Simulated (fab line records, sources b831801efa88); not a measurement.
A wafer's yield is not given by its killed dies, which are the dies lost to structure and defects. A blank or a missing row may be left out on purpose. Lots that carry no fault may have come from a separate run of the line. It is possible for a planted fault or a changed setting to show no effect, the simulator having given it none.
Problem report in the 8D (eight disciplines) form, filled by code / flow sky130 / the parts of the form that need people (team, actions taken, sign-off) are left out

## 1. WHAT IS WRONG
Mean POLY_GATE_TW at SKY_RES_PROTECT_TW_MEAS_08: 30 over 6 wafers in 2 lots; fault-free wafers: 4080, standard deviation 50. Measured from the usual mean, that is -81 standard deviations.
The first sign was on wafer L389.1 at day 20 22:44, on film_metro-01. Wafers with a number at this step in the record: 36, from 12 lots. By rule, "out" or "out of limits" means more than 4 standard deviations away from the usual mean. Any other wafer with a number is counted as sound.

## 2. WHAT IT IS, AND WHAT IT ISN'T
question=which readings at this step | is=POLY_GATE_TW | is not=-
question=which lots | is=L389, L390 | is not=L375, L377, L378, L379, L381, L382, L391, L395, L397, L398
question=which wafers of those lots | is=all that have a number | is not=-
question=read on which gauges | is=film_metro-01, film_metro-03 | is not=film_metro-04
question=when | is=from day 20 22:44 | is not=up to then (18 sound wafers); but 12 sound wafers of L391, L395, L397, L398 came after

## 3. WHAT RULES OUT EACH SUSPECT
Counting: a tool at any process step up to the reading remains a suspect when it ran all the lots that are out and ran no sound lot after the first of those.
- ruled out: the gauge at SKY_RES_PROTECT_TW_MEAS_08. The wafers that are out were read on 2 gauges (film_metro-01, film_metro-03).
- plasma_asher-04 at SKY_GATE_OXIDE_STRIP_13 (strips in O2/N2): ruled out as a lasting fault. Following L389 (day 18 22:02), the first lot on it that is out, the sound lots L395 were run on it.
- litho_track-01 at SKY_RES_PROTECT_DEVELOP_06 (develop time 60 s): kept. All lots that are out passed through it, beginning with L389 at day 20 22:20, and no sound lot followed; its final sound lot before that point was L382 at day 18 10:23.
Left after counting: litho_track-01 at SKY_RES_PROTECT_DEVELOP_06.

## 4. THE CAUSE (what the simulator had put in)
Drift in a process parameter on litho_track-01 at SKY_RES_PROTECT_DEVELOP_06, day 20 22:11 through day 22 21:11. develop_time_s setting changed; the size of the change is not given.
Counting left only this tool.

## 5. THE EFFECT CHAIN, in route order
Each row: a reading where the mean over the struck wafers with a number is more than 3 standard deviations away from the usual. Readings are gone through only where the record gives a usual standard deviation; hours: the median, over the lots, of the time from a lot's start at the first step in this table giving one to that lot's start at this step; sigmas: the change measured in usual standard deviations.
hours=0; step=SKY_RES_PROTECT_TW_MEAS_08; reading=POLY_GATE_TW; usual=4080; on struck wafers=30; change=-4050; sigmas=-81
hours=692; step=SKY_PAD_OPEN_PROBE_99; reading=killed_at_other; usual=0.2; on struck wafers=341.7; change=+341.5; sigmas=+99 or more
hours=692; step=SKY_PAD_OPEN_PROBE_99; reading=killed_dies; usual=86; on struck wafers=428; change=+342; sigmas=+34
hours=692; step=SKY_PAD_OPEN_PROBE_99; reading=killed_on_rim; usual=17; on struck wafers=96; change=+79; sigmas=+22
It contains these process steps:
- SKY_PAD_OPEN_PROBE_99

## 6. WHAT WOULD HAVE CAUGHT IT SOONER
In this record the first reading out of limits at a measuring or inspecting step was taken at day 20 22:44, 1 hour after the fault began at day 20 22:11.
Tool readings at SKY_RES_PROTECT_DEVELOP_06 with a usual standard deviation given in the record: none out on any struck wafer, hence no alarm at a limit of 4 standard deviations on them.
Lots out: 2; of these, L390 started SKY_RES_PROTECT_DEVELOP_06 on litho_track-01 after day 20 22:44. Putting the tool on hold at that point would have spared it.
